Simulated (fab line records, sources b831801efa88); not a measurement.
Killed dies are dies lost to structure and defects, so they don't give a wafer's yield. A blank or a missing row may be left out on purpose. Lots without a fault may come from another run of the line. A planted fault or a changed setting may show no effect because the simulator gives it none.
Chamber matching | flow sky130 | SKY_LI_CONTACT_ETCH_15 on rie_diel-04: 4 sister chambers
The step etches PSG in C4F8/O2/Ar, stops on Si, target depth 600 nm. 20 wafers are shown with their chamber, then 10 later ones without.

WAFERS WITH THEIR CHAMBER
wafer  | chamber | rf_fwd_power_W (W) | oes_product_au (a.u.)
L076.2 | 2       | 1487               | 0.846
L076.4 | 0       | 1497               | 0.838
L076.5 | 2       | 1492               | 0.840
L078.1 | 0       | 1494               | 0.837
L078.5 | 1       | 1490               | 0.839
L078.6 | 0       | 1502               | 0.841
L081.2 | 1       | 1493               | 0.842
L081.3 | 2       | 1492               | 0.835
L081.5 | 3       | 1496               | 0.840
L082.1 | 0       | 1499               | 0.838
L082.2 | 1       | 1498               | 0.839
L082.5 | 2       | 1495               | 0.838
L084.1 | 0       | 1493               | 0.845
L084.2 | 2       | 1488               | 0.836
L084.5 | 2       | 1486               | 0.839
L088.1 | 0       | 1497               | 0.841
L088.2 | 1       | 1495               | 0.836
L088.3 | 2       | 1493               | 0.840
L090.2 | 1       | 1508               | 0.840
L090.3 | 0       | 1488               | 0.840

SIGNATURES (means of the wafers above)
reading        | chamber 0 | chamber 1 | chamber 2 | chamber 3 | scatter within a chamber
rf_fwd_power_W | 1495.71   | 1496.80   | 1490.43   | 1496.00   | 4.9
oes_product_au | 0.84000   | 0.83920   | 0.83914   | 0.84000   | 0.00295
Rule: a wafer's distance from a chamber is the root of the sum, over the readings, of the square of ((its reading less the chamber's mean) divided by the reading's scatter). The wafer belongs to the nearest chamber; if the next one is less than 2 further off, it can't be placed. The scatter: the root of (the sum of the squares of (reading less its chamber's mean) over the shown wafers, divided by (wafers less chambers)).

WAFERS WITHOUT THEIR CHAMBER
wafer  | rf_fwd_power_W (W) | oes_product_au (a.u.)
L090.5 | 1496               | 0.838
L092.4 | 1491               | 0.832
L092.5 | 1485               | 0.842
L092.6 | 1502               | 0.842
L094.1 | 1490               | 0.840
L094.2 | 1487               | 0.843
L094.6 | 1489               | 0.834
L096.1 | 1499               | 0.829
L096.2 | 1497               | 0.837
L096.5 | 1497               | 0.835

WHICH CHAMBER EACH WENT THROUGH
wafer  | from the rows above               | in truth
L090.5 | can't be placed: 1 or 3 or 0 or 2 | 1
L092.4 | can't be placed: 2 or 1 or 0 or 3 | 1
L092.5 | can't be placed: 2 or 0 or 3 or 1 | 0
L092.6 | can't be placed: 3 or 1 or 0 or 2 | 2
L094.1 | can't be placed: 2 or 0 or 3 or 1 | 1
L094.2 | can't be placed: 2 or 0 or 3 or 1 | 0
L094.6 | can't be placed: 2 or 1 or 0 or 3 | 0
L096.1 | can't be placed: 1 or 3 or 0 or 2 | 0
L096.2 | can't be placed: 1 or 3 or 0 or 2 | 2
L096.5 | can't be placed: 1 or 3 or 0 or 2 | 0
Placed correctly: 0 of 10. Can't be placed from these rows: 10 (the true chamber is among the candidates in 10). Placed wrongly: 0.
